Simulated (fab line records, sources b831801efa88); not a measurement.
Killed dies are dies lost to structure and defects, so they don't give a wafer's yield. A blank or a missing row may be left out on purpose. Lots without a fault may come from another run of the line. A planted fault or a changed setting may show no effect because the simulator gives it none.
fab line records | flow gf180mcu
record lots=14 wafers=42 last_day=34
route steps=602 shown CONTACT@312 M1@315 V1@346
lots that met no fault: from a run of the same line without faults
start_h: hours from the record's first day to the start of the lot's first wafer shown | wait_h: hours since the lot's step before | " the same as in the row above | L1.1+2: a row that stands for several wafers | - no value, or no start given | * or withheld: withheld | < > ~ a bound
route shown NAME@n: a module of which the file shows steps, and the number in the route of the first | usual: mean/standard deviation of fault-free wafers | same: alike in all rows | chamber/n: place in a boat | sites: the reading at each site | _std_site: their standard deviation | _edge_site: outer sites' mean less inner sites' | radius_mm: how far each site lies from the wafer's centre | mask NAME#n: copy n | behind: the tool/chamber that last shaped the wafer | hold: why the lot was held/for how many hours/how that ended | device: the transistor (n, p or np) that didn't switch | end of line: the same wafers' tests at the end of the route | a step without rows: its recipe alone | killed: dies lost to structure and defects at the first sort, not the wafer's yield | map: a wafer's dies, x killed, . not, _ none there
set.NAME: the setting as run; set.NAME@STEP: as run at that earlier step | model.NAME: the simulator's own value behind a step, which no gauge read
steps of the route over a sample of lots; a table a step, a row a wafer
services: from which hour (start_h, from the record's first day; less than 0 if before it) a tool's chamber was out of use, for how many hours, and why
## steps
# step GF_CONTACT_RS_MEAS_25
# recipe thk_meas_gauge=four-point-probe reads=W_of_CONTACT_CVD_24+TiN_of_CONTACT_SPUTTER_23+Ti_of_CONTACT_SPUTTER_22
# usual CONTACT_W_RS=0.356/0.0035
# columns lot.wafer tool chamber start_h wait_h CONTACT_W_RS[ohm/sq]
L404.2 film_metro-03 - 352.83 0.1 0.351
L404.3 " - " " 0.350
L404.5 " - " " 0.352
L406.2 film_metro-02 - 371.80 0.1 0.355
L406.3 " - " " 0.357
L406.6 " - " " 0.354
L412.2 film_metro-03 - 428.75 0.1 0.354
L412.3 " - " " 0.359
L412.4 " - " " 0.350
L411.2 film_metro-04 - 433.30 0.1 0.351
L411.5 " - " " 0.348
L411.6 " - " " 0.352
L413.1 film_metro-02 - 442.16 0.1 0.360
L413.4 " - " " 0.355
L413.5 " - " " 0.359
L414.1 film_metro-04 - 470.58 0.1 0.363
L414.2 " - " " 0.359
L414.4 " - " " 0.364
L415.1 film_metro-04 - 481.13 0.2 0.355
L415.2 " - " " 0.355
L415.6 " - " " 0.357
L416.2 film_metro-02 - 486.40 0.1 0.353
L416.5 " - " " 0.352
L416.6 " - " " 0.355
L419.1 film_metro-03 - 504.20 0.1 0.358
L419.3 " - " " 0.361
L419.6 " - " " 0.356
L418.3 film_metro-02 - 511.33 0.1 0.358
L418.4 " - " " 0.355
L418.5 " - " " 0.356
L421.2 film_metro-02 - 516.78 0.1 0.357
L421.5 " - " " 0.358
L421.6 " - " " 0.360
L425.1 film_metro-04 - 545.16 0.1 0.354
L425.4 " - " " 0.362
L425.6 " - " " 0.354
L426.2 film_metro-04 - 550.82 0.1 0.357
L426.4 " - " " 0.355
L426.6 " - " " 0.352
L427.3 film_metro-03 - 557.22 0.1 0.354
L427.5 " - " " 0.355
L427.6 " - " " 0.354
# step GF_M1_SPUTTER_00
# recipe material=Ti target_thk_nm=37.5 arriving_ion_energy_ev=80 substrate_temp_c=200 chamber_pressure_pa=2 power_w=4000 time_s=150
# usual cathode_dc_power_W=4000.0/0.77 throttle_valve_pct=29.9/0.88
# columns lot.wafer tool chamber start_h wait_h cathode_dc_power_W throttle_valve_pct
L404.2 pvd_sputter-04 - 353.29 0.1 4000.4 30.8
L404.3 " - " " 3999.0 29.6
L404.5 " - " " 4000.4 29.7
L406.2 pvd_sputter-01 - 372.26 0.2 3999.0 28.8
L406.3 " - " " 4000.6 30.7
L406.6 " - " " 4000.2 29.9
L412.2 pvd_sputter-02 - 429.21 0.1 3999.7 30.2
L412.3 " - " " 3998.0 28.7
L412.4 " - " " 4000.8 28.6
L411.2 pvd_sputter-04 - 433.76 0.1 4001.2 30.9
L411.5 " - " " 3998.9 29.6
L411.6 " - " " 4000.1 29.7
L413.1 pvd_sputter-02 - 442.64 0.1 3999.8 30.0
L413.4 " - " " 4000.3 28.8
L413.5 " - " " 3999.8 31.0
L414.1 pvd_sputter-04 - 471.22 0.2 4000.1 30.9
L414.2 " - " " 4001.2 29.8
L414.4 " - " " 3999.5 29.3
L415.1 pvd_sputter-01 - 481.61 0.1 3999.5 30.6
L415.2 " - " " 3999.1 30.0
L415.6 " - " " 3999.2 30.6
L416.2 pvd_sputter-01 - 486.86 0.2 3999.9 30.8
L416.5 " - " " 4000.6 30.8
L416.6 " - " " 3999.9 29.1
L419.1 pvd_sputter-02 - 504.68 0.1 4001.1 31.1
L419.3 " - " " 3999.5 29.8
L419.6 " - " " 4000.1 31.0
L418.3 pvd_sputter-04 - 511.83 0.2 4000.4 30.1
L418.4 " - " " 3999.1 29.2
L418.5 " - " " 4000.0 29.9
L421.2 pvd_sputter-01 - 517.24 0.1 3999.1 30.9
L421.5 " - " " 4000.5 30.8
L421.6 " - " " 3998.6 28.9
L425.1 pvd_sputter-01 - 545.64 0.2 4001.3 30.7
L425.4 " - " " 3999.8 28.9
L425.6 " - " " 3999.4 28.7
L426.2 pvd_sputter-01 - 551.28 0.1 4000.7 30.0
L426.4 " - " " 3999.8 30.8
L426.6 " - " " 3999.1 30.5
L427.3 pvd_sputter-02 - 557.66 0.1 3998.9 29.7
L427.5 " - " " 4000.3 30.9
L427.6 " - " " 3999.5 28.6
# step GF_V1_EXPOSE_11
# recipe mask_id=Via1 target_cd_nm=260 na=0.68 source_shape=conventional sigma_outer=0.6 dose_mj=38
# usual exposure_dose_mJ_cm2=38.00/0.037 focus_offset_nm=0.1/0.53
# columns lot.wafer tool chamber start_h wait_h mask exposure_dose_mJ_cm2 focus_offset_nm
L404.2 krf_scanner-01 0 388.60 - Via1#0 38.01 1.0
L404.3 " 0 " " Via1#0 37.96 0.6
L404.5 " 0 " " Via1#0 38.01 0.7
L406.2 krf_scanner-02 0 409.30 - Via1#0 38.01 0.6
L406.3 " 0 " " Via1#0 38.00 0.4
L406.6 " 0 " " Via1#0 37.97 0.8
L412.2 krf_scanner-02 0 467.63 - Via1#0 38.03 1.2
L412.3 " 0 " " Via1#0 38.02 0.7
L412.4 " 0 " " Via1#0 38.05 0.6
L411.2 krf_scanner-01 0 471.57 - Via1#0 38.06 0.2
L411.5 " 0 " " Via1#0 38.06 -0.1
L411.6 " 0 " " Via1#0 38.08 0.3
L413.1 krf_scanner-02 0 480.15 - Via1#0 37.98 0.2
L413.4 " 0 " " Via1#0 37.99 0.2
L413.5 " 0 " " Via1#0 37.92 -0.2
L414.1 krf_scanner-02 0 508.78 - Via1#0 37.99 -0.1
L414.2 " 0 " " Via1#0 38.00 0.2
L414.4 " 0 " " Via1#0 38.03 0.2
L415.1 krf_scanner-01 0 518.86 - Via1#0 37.98 -0.6
L415.2 " 0 " " Via1#0 38.04 -0.2
L415.6 " 0 " " Via1#0 37.97 -0.3
L416.2 krf_scanner-01 0 523.78 - Via1#0 38.01 -1.0
L416.5 " 0 " " Via1#0 38.01 -0.2
L416.6 " 0 " " Via1#0 38.02 -0.3
L419.1 krf_scanner-01 0 541.33 - Via1#0 37.99 0.3
L419.3 " 0 " " Via1#0 37.97 -0.4
L419.6 " 0 " " Via1#0 38.00 0.9
L418.3 krf_scanner-01 - 547.50 - Via1#0 - -
L418.4 " - " " Via1#0 - -
L418.5 " - " " Via1#0 - -
L421.2 krf_scanner-02 - 553.12 - Via1#0 - -
L421.5 " - " " Via1#0 - -
L421.6 " - " " Via1#0 - -
L425.1 krf_scanner-02 0 580.60 - Via1#0 38.02 -0.2
L425.4 " 0 " " Via1#0 38.01 0.1
L425.6 " 0 " " Via1#0 37.99 0.3
L426.2 krf_scanner-01 0 585.90 - Via1#0 38.04 0.4
L426.4 " 0 " " Via1#0 37.99 0.9
L426.6 " 0 " " Via1#0 37.99 0.4
L427.3 krf_scanner-02 0 592.49 - Via1#0 37.99 -0.2
L427.5 " 0 " " Via1#0 37.97 -0.3
L427.6 " 0 " " Via1#0 38.00 0.1
# step GF_V1_SPUTTER_22
# recipe material=TiN target_thk_nm=10 chamber_pressure_pa=5 power_w=4000 time_s=40
# usual cathode_dc_power_W=4000.1/0.75 throttle_valve_pct=29.7/0.84
# columns lot.wafer tool chamber start_h wait_h cathode_dc_power_W throttle_valve_pct
L404.2 pvd_sputter-04 - 400.64 0.0 4000.4 29.4
L404.3 " - " " 3999.0 29.7
L404.5 " - " " 3999.8 29.4
L406.2 pvd_sputter-04 - 421.73 0.0 4000.4 29.1
L406.3 " - " " 3998.8 29.7
L406.6 " - " " 3999.9 29.2
L412.2 pvd_sputter-02 - 479.84 0.0 4000.8 28.8
L412.3 " - " " 3999.6 30.7
L412.4 " - " " 4000.0 29.9
L411.2 pvd_sputter-04 - 484.50 0.0 3999.0 29.6
L411.5 " - " " 4000.9 29.7
L411.6 " - " " 3999.8 31.0
L413.1 pvd_sputter-04 - 492.81 0.0 3999.2 29.8
L413.4 " - " " 4000.7 29.9
L413.5 " - " " 3999.1 29.8
L414.1 pvd_sputter-04 - 521.15 0.0 3999.7 29.6
L414.2 " - " " 4000.8 29.7
L414.4 " - " " 3999.2 29.4
L415.1 pvd_sputter-02 - 530.38 0.0 4000.1 31.3
L415.2 " - " " 3999.5 28.3
L415.6 " - " " 4001.5 28.5
L416.2 pvd_sputter-02 - 536.24 0.0 4000.4 31.0
L416.5 " - " " 3999.3 30.1
L416.6 " - " " 3998.6 29.0
L419.1 pvd_sputter-03 - 553.39 0.0 3999.9 28.9
L419.3 " - " " 4001.0 30.7
L419.6 " - " " 4000.2 28.4
L418.3 pvd_sputter-04 - 559.34 0.0 3999.3 29.6
L418.4 " - " " 4000.7 29.3
L418.5 " - " " 4000.0 30.0
L421.2 pvd_sputter-03 - 564.71 0.0 4002.0 29.0
L421.5 " - " " 4001.6 28.2
L421.6 " - " " 4000.2 29.0
L425.1 pvd_sputter-04 - 591.87 0.0 3999.1 29.2
L425.4 " - " " 4000.1 30.7
L425.6 " - " " 4000.5 30.7
L426.2 pvd_sputter-04 - 597.44 0.0 4001.1 30.9
L426.4 " - " " 4000.3 29.3
L426.6 " - " " 4000.2 29.8
L427.3 pvd_sputter-02 - 603.45 0.0 4000.6 31.3
L427.5 " - " " 3999.8 28.8
L427.6 " - " " 3999.1 31.2
## services
# columns tool chamber start_h hours kind
krf_scanner-01 - 338.84 1.3 pm
pvd_sputter-01 - 361.29 10.6 repair
krf_scanner-02 - 367.69 1.3 pm
krf_scanner-02 - 376.64 21.0 pm
pvd_sputter-03 - 395.73 5.3 repair
krf_scanner-02 - 401.72 0.8 pm
krf_scanner-01 - 405.84 1.6 repair
krf_scanner-01 - 408.93 1.0 pm
krf_scanner-02 - 441.38 1.0 pm
pvd_sputter-01 - 459.79 1.9 repair
krf_scanner-01 - 474.34 0.8 pm
pvd_sputter-02 - 478.38 1.3 repair
pvd_sputter-04 - 513.59 2.8 repair
krf_scanner-01 - 514.74 1.3 pm
pvd_sputter-01 - 520.69 1.6 repair
pvd_sputter-04 - 541.92 0.6 repair
krf_scanner-02 - 543.59 1.3 pm
pvd_sputter-02 - 560.54 0.5 repair
krf_scanner-02 - 570.52 0.8 pm
krf_scanner-01 - 576.04 0.3 repair
krf_scanner-01 - 577.93 1.0 pm
pvd_sputter-03 - 585.52 21.8 repair
## key
first_sign step=GF_V1_EXPOSE_11 reading=tool_record direction=missing
effect none on later readings
met_at GF_V1_EXPOSE_11
struck_lots L418,L421
later_rows_left_out L418.3,L418.4,L418.5,L421.2,L421.5,L421.6
sort_left_out L418.3,L418.4,L418.5,L421.2,L421.5,L421.6
not_acting_at GF_CONTACT_RS_MEAS_25,GF_M1_SPUTTER_00,GF_V1_SPUTTER_22
onset_between 541.33 547.50
fault kind=skipped_step_whole tool=krf_scanner-01,krf_scanner-02 chamber=- onset_h=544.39 steps=GF_V1_EXPOSE_11 scope=struck_lots_only
# sort_left_out: the simulated sort isn't trusted on such a fault, so these wafers' sort isn't shown, and their yield isn't known
# later_rows_left_out: the simulator's readings of these wafers behind a module that went badly wrong aren't trusted and aren't shown, but for the sort
